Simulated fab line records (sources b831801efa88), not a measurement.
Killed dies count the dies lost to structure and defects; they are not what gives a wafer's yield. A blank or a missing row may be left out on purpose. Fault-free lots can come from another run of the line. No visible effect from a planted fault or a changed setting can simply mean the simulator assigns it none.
A struck lot beside a sound one :: flow sky130 :: 19 out of 708 route steps
Sound: these wafers, L393.2, L393.4, L393.6. Wafers struck: L399.1, L399.5, L399.6. At the end, the cause is stated.
Per side, at each step with rows, come the tool, then ch with its chambers, and then its first start. Under that, the readings that differ: sound wafers :: struck wafers :: difference of the means :: sigmas: that difference in standard deviations of wafers without a fault.
alike: a reading whose means differ by less than 2 such deviations, as well as words and numbers matching on both sides. not compared: withheld readings; readings where some wafer has no value; bounds like >300 that might hide an equal value; numbers whose values overlap and for which the record gives no deviation.
A row with sigmas, a row that says differs or no value, or rows on one side alone: a step with any of these is where the two part. When numbers do not overlap yet have no deviation, they are printed without sigmas and do not part them. A reading missing from all wafers of one side parts the sides only when that side holds two or more wafers.

first, 1 step without rows for these wafers: SKY_RES_XHIGH_IMPLANT_07.
SKY_RES_XHIGH_STRIP_08: strips in O2/N2.
  sound on plasmaAsher-03 ch 0,1, day 31 22:28; struck on plasmaAsher-01 ch 0,1, day 33 06:01
  alike: drypumpMotorCurrentA, oesProductAu, stripTimeToEndpointS
  not compared: rfHoursCounterH
SKY_RES_XHIGH_TW_MEAS_09:
  struck on filmMetro-03, day 33 06:07; sound on filmMetro-02, day 31 22:34
  alike: RES_XHIGH_TW
then, 7 steps without rows for these wafers: SKY_SD_N_DEHYDRATE_00 (time 60 s); SKY_SD_N_HMDS_01 (prime time 60 s); SKY_SD_N_COAT_02 (resist thk 1140 nm); SKY_SD_N_SOFTBAKE_03 (time 60 s); SKY_SD_N_EXPOSE_04 (exposes mask NSDM, target cd 380 nm); SKY_SD_N_PEB_05; SKY_SD_N_DEVELOP_06 (develop time 60 s).
SKY_SD_N_CD_MEAS_07: the cd target is 380 nm.
  struck on cdSem-01, day 34 07:55; sound on cdSem-02, day 33 01:33
  alike: cdNm
SKY_SD_N_OVL_MEAS_08:
  struck on overlay-01, day 34 08:02; sound on overlay-02, day 33 01:40
  alike: SD_N_OVL
SKY_SD_N_IMPLANT_09:
  sound on implanter-02 ch 0, day 33 01:43; struck on implanter-02 ch 0, day 34 08:04
reading: doseIonsCm2
sound: 4.003e+15 3.997e+15 4.001e+15
struck: 2.318e+15 2.312e+15 2.311e+15
difference: -1.687e+15
sigmas: -99 or more
then, 1 step without rows for these wafers: SKY_SD_N_IMPLANT_10.
SKY_SD_N_STRIP_11: strips in O2/N2.
  sound on plasmaAsher-04 ch 0, day 33 01:59; struck on plasmaAsher-01 ch 0,1, day 34 08:22
reading: oesProductAu (a.u.)
sound: 0.523 0.527 0.523
struck: 0.554 0.546 0.556
difference: +0.028
sigmas: +6

reading: stripTimeToEndpointS (s)
sound: 22.60 22.58 22.63
struck: 20.60 20.65 20.64
difference: -1.97
sigmas: -51
  alike: drypumpMotorCurrentA
  not compared: rfHoursCounterH
SKY_SD_N_TW_MEAS_12:
  struck on filmMetro-03, day 34 08:41; sound on filmMetro-03, day 33 02:06
reading: SD_N_TW
sound: 4008 3976 3996
struck: 3888 3918 3880
difference: -98
sigmas: -5
  not compared: hold
SKY_SD_N_RTA_14: time 2 s.
  sound on rtpAnneal-02 ch 0, day 33 02:13; struck on rtpAnneal-02 ch 0, day 34 13:15
  alike: lampPowerPct, wafer_temp_C_max
SKY_SD_N_RS_MEAS_16: measurement is done with a four-point probe.
  struck on filmMetro-01, day 34 13:43; sound on filmMetro-02, day 33 02:23
reading: SD_N_RS (ohm/sq)
sound: 68.35 68.55 68.39
struck: 75.06 75.08 75.14
difference: +6.66
sigmas: +61
  not compared: hold
then, 1 step without rows for these wafers: SKY_PAD_OPEN_PROBE_99.

== WHERE THEY PART ==
Earliest at SKY_SD_N_IMPLANT_09; latest, in this record, at SKY_SD_N_RS_MEAS_16.

WHY: what the simulator had put in
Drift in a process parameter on implanter-02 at SKY_SD_N_IMPLANT_09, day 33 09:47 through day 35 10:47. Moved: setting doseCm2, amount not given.
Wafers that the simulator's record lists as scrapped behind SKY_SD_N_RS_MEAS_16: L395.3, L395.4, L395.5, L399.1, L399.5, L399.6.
